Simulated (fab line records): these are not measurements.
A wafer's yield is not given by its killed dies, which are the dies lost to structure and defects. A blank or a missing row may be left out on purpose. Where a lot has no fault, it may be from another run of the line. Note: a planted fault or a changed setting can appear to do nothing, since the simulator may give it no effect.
Which tool is to blame? | flow sky130 | at 1 step of a route of 708, 11 lots with 33 wafers sampled

== WHAT EACH GAUGE READ, for each wafer ==
SKY_POLY_GATE_THK_MEAS_01.
lot  | measured     | on            | POLY_GATE_CVD_00_THK (nm)
L431 | day 14 09:27 | film-metro-02 | 187.7 187.9 185.3
L433 | day 14 23:44 | film-metro-02 | 178.8 178.2 179.2
L436 | day 16 04:22 | film-metro-03 | 183.2 183.0 182.0
L438 | day 16 11:20 | film-metro-01 | 181.5 183.6 181.6
L439 | day 17 06:07 | film-metro-02 | 182.5 181.1 182.2
L442 | day 18 10:31 | film-metro-02 | 180.6 180.6 180.9
L444 | day 18 21:16 | film-metro-02 | 180.3 180.8 180.2
L445 | day 19 04:33 | film-metro-03 | 180.8 180.9 178.6
L447 | day 19 22:42 | film-metro-02 | 184.0 183.6 182.1
L451 | day 21 08:49 | film-metro-01 | 177.4 176.4 177.4
L453 | day 21 21:07 | film-metro-03 | 181.3 182.1 180.6

== WHAT TOOL EACH LOT RAN ON (gives the tool, then ch and the chambers of the sampled wafers, and finally the start) ==
Record: no process step prior to these readings.

== THE ANSWER, worked out from the rows above alone ==
Rule: the usual values come from the lots themselves. Put in order of their means at a reading, lots are off if they are a third of the lots or fewer, leave a main group of 4 or more, and stand apart from it by a gap of 3 or more times the standard deviation of the main group's means; of several such gaps the widest counts. The tables above print the reading to a certain number of digits; a main group whose means all agree to those digits is not used. Also off: a lot with no number at a reading for which 4 or more lots have one. Where the step has rows for the other lots, those lots are counted as sound.
No lot is off on any of the readings shown, so nothing can be concluded from this.

== WHAT THE SIMULATOR HAD INSERTED ==
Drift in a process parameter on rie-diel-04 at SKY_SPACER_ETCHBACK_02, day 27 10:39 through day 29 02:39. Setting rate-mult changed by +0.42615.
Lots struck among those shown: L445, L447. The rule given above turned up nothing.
